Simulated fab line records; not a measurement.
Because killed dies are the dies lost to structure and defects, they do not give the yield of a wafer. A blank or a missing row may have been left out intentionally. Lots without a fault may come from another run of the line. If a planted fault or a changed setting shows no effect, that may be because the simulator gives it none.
Which tool is to blame? + flow gf180mcu + 12 lots with 36 wafers sampled at 6 steps, on a route of 602 steps

WHAT EACH GAUGE READ, for each wafer
GF_HV_LDD_OVL_MEAS_47.
| lot  | measured     | on         | HV_LDD_03_OVL (nm) |
|------|--------------|------------|--------------------|
| L757 | day 12 07:51 | overlay-02 | -0.3 -2.2 -0.5     |
| L760 | day 13 08:37 | overlay-02 | -3.3 -2.2 -2.2     |
| L763 | day 14 07:36 | overlay-01 | -2.1 -0.7 -2.9     |
| L764 | day 14 17:24 | overlay-01 | -2.3 -2.0 -1.5     |
| L765 | day 15 02:00 | overlay-02 | 1.6 1.6 1.5        |
| L766 | day 15 13:27 | overlay-02 | -0.3 -0.2 0.5      |
| L767 | day 15 23:12 | overlay-02 | 1.3 -0.2 0.4       |
| L770 | day 16 20:37 | overlay-02 | -4.1 -2.1 -0.8     |
| L771 | day 17 04:32 | overlay-02 | -2.9 -0.6 -1.0     |
| L772 | day 17 11:00 | overlay-01 | 0.7 -0.1 -0.8      |
| L779 | day 19 17:54 | overlay-01 | -2.5 -3.9 -2.7     |
| L780 | day 20 04:29 | overlay-02 | -0.7 0.6 0.1       |

GF_NSD_OVL_MEAS_08.
| lot  | measured     | on         | NSD_OVL (nm)   |
|------|--------------|------------|----------------|
| L757 | day 13 07:17 | overlay-02 | -2.5 -1.9 -2.4 |
| L760 | day 14 09:10 | overlay-01 | -0.7 0.1 -0.7  |
| L763 | day 15 07:42 | overlay-01 | 0.0 0.3 1.2    |
| L764 | day 15 17:27 | overlay-01 | -0.3 -1.7 -1.2 |
| L765 | day 16 02:47 | overlay-02 | -0.5 -3.0 -1.6 |
| L766 | day 16 14:39 | overlay-02 | 0.6 -1.7 0.3   |
| L767 | day 17 01:02 | overlay-01 | -0.9 0.7 -0.8  |
| L770 | day 17 22:16 | overlay-02 | -0.5 1.0 0.0   |
| L771 | day 18 06:53 | overlay-01 | -2.1 -0.5 -1.1 |
| L772 | day 18 13:47 | overlay-02 | 1.6 -2.0 -0.2  |
| L779 | day 20 20:47 | overlay-02 | 0.0 2.1 0.5    |
| L780 | day 21 08:17 | overlay-01 | -0.9 -0.1 -0.8 |

GF_PSD_RS_MEAS_15: measurement is done with a four-point probe.
| lot  | measured     | on           | PSD_RS (ohm/sq)      |
|------|--------------|--------------|----------------------|
| L757 | day 14 04:46 | filmMetro-03 | 108.75 108.74 108.25 |
| L760 | day 15 07:25 | filmMetro-02 | 108.53 108.66 108.86 |
| L763 | day 16 06:12 | filmMetro-03 | 108.40 108.57 108.50 |
| L764 | day 16 16:36 | filmMetro-01 | 108.66 108.82 108.77 |
| L765 | day 17 02:13 | filmMetro-03 | 108.06 108.25 108.45 |
| L766 | day 17 14:35 | filmMetro-01 | 109.28 109.03 108.91 |
| L767 | day 18 01:03 | filmMetro-03 | 108.53 108.10 108.36 |
| L770 | day 18 22:29 | filmMetro-03 | 109.09 108.61 108.67 |
| L771 | day 19 08:08 | filmMetro-01 | 107.64 108.08 107.67 |
| L772 | day 19 14:44 | filmMetro-02 | 107.97 107.97 107.91 |
| L779 | day 21 21:58 | filmMetro-02 | 108.56 108.34 108.17 |
| L780 | day 22 08:38 | filmMetro-01 | 108.40 108.30 108.58 |

GF_SAB_THK_MEAS_01.
| lot  | measured     | on           | SAB_CVD_00_THK (nm) |
|------|--------------|--------------|---------------------|
| L757 | day 14 04:54 | filmMetro-02 | 50.0 50.5 50.9      |
| L760 | day 15 07:32 | filmMetro-04 | 49.8 50.5 50.0      |
| L763 | day 16 06:20 | filmMetro-04 | 49.7 50.5 50.1      |
| L764 | day 16 16:43 | filmMetro-03 | 50.3 49.5 50.2      |
| L765 | day 17 02:20 | filmMetro-04 | 50.1 50.5 50.6      |
| L766 | day 17 14:44 | filmMetro-04 | 49.6 50.5 51.1      |
| L767 | day 18 01:11 | filmMetro-02 | 49.7 50.3 51.2      |
| L770 | day 18 22:37 | filmMetro-02 | 49.8 50.4 50.0      |
| L771 | day 19 08:16 | filmMetro-03 | 49.6 49.2 50.2      |
| L772 | day 19 14:52 | filmMetro-02 | 48.5 49.6 49.3      |
| L779 | day 21 22:05 | filmMetro-03 | 49.8 51.2 50.6      |
| L780 | day 22 08:47 | filmMetro-04 | 49.7 49.3 50.4      |

TOOL THAT RAN EACH LOT (tool first, then ch and the chambers of the sampled wafers, then the start)
| lot  | GF_PSD_IMPLANT_09               | GF_PSD_STRIP_10                     |
|------|---------------------------------|-------------------------------------|
| L757 | implanter-03 ch 0, day 14 04:12 | plasmaAsher-03 ch 0, day 14 04:20   |
| L760 | implanter-04 ch 0, day 15 06:51 | plasmaAsher-03 ch 0,1, day 15 06:59 |
| L763 | implanter-01 ch 0, day 16 05:38 | plasmaAsher-01 ch 0,1, day 16 05:47 |
| L764 | implanter-01 ch 0, day 16 16:03 | plasmaAsher-01 ch 0,1, day 16 16:10 |
| L765 | implanter-01 ch 0, day 17 01:39 | plasmaAsher-03 ch 0,1, day 17 01:47 |
| L766 | implanter-01 ch 0, day 17 14:02 | plasmaAsher-01 ch 0, day 17 14:11   |
| L767 | implanter-01 ch 0, day 18 00:29 | plasmaAsher-02 ch 0,1, day 18 00:37 |
| L770 | implanter-03 ch 0, day 18 21:56 | plasmaAsher-01 ch 0,1, day 18 22:04 |
| L771 | implanter-01 ch 0, day 19 07:34 | plasmaAsher-01 ch 0,1, day 19 07:43 |
| L772 | implanter-01 ch 0, day 19 14:10 | plasmaAsher-02 ch 0,1, day 19 14:19 |
| L779 | implanter-04 ch 0, day 21 21:24 | plasmaAsher-01 ch 0,1, day 21 21:32 |
| L780 | implanter-03 ch 0, day 22 08:05 | plasmaAsher-02 ch 0,1, day 22 08:14 |
- GF_PSD_IMPLANT_09
- GF_PSD_STRIP_10: strips in O2/N2.

WHAT THE TOOLS THEMSELVES READ (means of the sampled wafers that have a number; where no wafer has one, the mark that the record gives instead)
GF_PSD_IMPLANT_09.
| lot  | tool         | beamEnergyKeV |
|------|--------------|---------------|
| L757 | implanter-03 | 40.005        |
| L760 | implanter-04 | 40.004        |
| L763 | implanter-01 | 40.007        |
| L764 | implanter-01 | 40.008        |
| L765 | implanter-01 | 39.995        |
| L766 | implanter-01 | 39.992        |
| L767 | implanter-01 | 40.018        |
| L770 | implanter-03 | 39.993        |
| L771 | implanter-01 | 40.680        |
| L772 | implanter-01 | 40.687        |
| L779 | implanter-04 | 40.004        |
| L780 | implanter-03 | 40.012        |

GF_PSD_STRIP_10.
| lot  | tool           | drypumpMotorCurrentA (A) | heaterPowerW (W) | oesProductAu (a.u.) | platenTempC (C) | stripTimeToEndpointS (s) |
|------|----------------|--------------------------|------------------|---------------------|-----------------|--------------------------|
| L757 | plasmaAsher-03 | 6.1                      | 341              | 0.591               | 249.89          | 16.51                    |
| L760 | plasmaAsher-03 | 6.0                      | 301              | 0.593               | 249.79          | 16.51                    |
| L763 | plasmaAsher-01 | 6.3                      | 375              | 0.591               | 250.02          | 16.51                    |
| L764 | plasmaAsher-01 | 6.4                      | 378              | 0.595               | 249.76          | 16.55                    |
| L765 | plasmaAsher-03 | 6.0                      | 303              | 0.591               | 249.99          | 16.52                    |
| L766 | plasmaAsher-01 | 6.7                      | 332              | 0.595               | 250.00          | 16.50                    |
| L767 | plasmaAsher-02 | 5.7                      | 381              | 0.596               | 250.06          | 16.57                    |
| L770 | plasmaAsher-01 | 6.5                      | 352              | 0.591               | 250.03          | 16.54                    |
| L771 | plasmaAsher-01 | 6.6                      | 348              | 0.589               | 250.09          | 16.64                    |
| L772 | plasmaAsher-02 | 5.7                      | 375              | 0.593               | 250.15          | 16.60                    |
| L779 | plasmaAsher-01 | 6.4                      | 373              | 0.591               | 249.86          | 16.56                    |
| L780 | plasmaAsher-02 | 5.2                      | 404              | 0.593               | 249.82          | 16.58                    |

THE ANSWER, worked out from the rows above alone
Rule: what is usual is taken from the lots themselves. Put in order of their means at a reading, lots are off if they are a third of the lots or fewer, leave a main group of 4 or more, and stand apart from it by a gap of 3 or more times the standard deviation of the main group's means; of several such gaps the widest counts. Not used: any main group whose means are identical at the precision the tables above print for the reading. Also off: a lot with no number at a reading for which 4 or more lots have one. Any other lot the step has rows for is counted as sound. After the gauges, taken in route order, come the tools' own readings; for these a lot's mean is taken, as printed above. At the first step where some lot is off, the reading lying furthest off is the one used; lots without a number count as furthest.
Off at GF_PSD_IMPLANT_09 (beamEnergyKeV): L771, L772. The main group has a mean of 40.004 with a standard deviation of 0.0079.
A tool fits if, at that step or a process step before it, it ran every lot that is off, and no sound lot after the first of them. One fits: implanter-01 at GF_PSD_IMPLANT_09. A fault onset in the window from L767 (day 18 00:29, its last sound lot) to L771 (day 19 07:34, its first lot off) fits.
The tool's own readings at GF_PSD_IMPLANT_09 bear it out: on the lots that are off they differ by more than 5 times the standard deviation of the sound lots' means. beamEnergyKeV reads 40.683 there against 40.004 on the sound lots.

WHAT HAD BEEN PUT IN BY THE SIMULATOR
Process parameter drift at GF_PSD_IMPLANT_09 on implanter-01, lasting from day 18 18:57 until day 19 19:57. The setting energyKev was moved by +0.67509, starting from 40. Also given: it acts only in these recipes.
Struck lots among those shown: L771, L772. The same result came from the rule above.
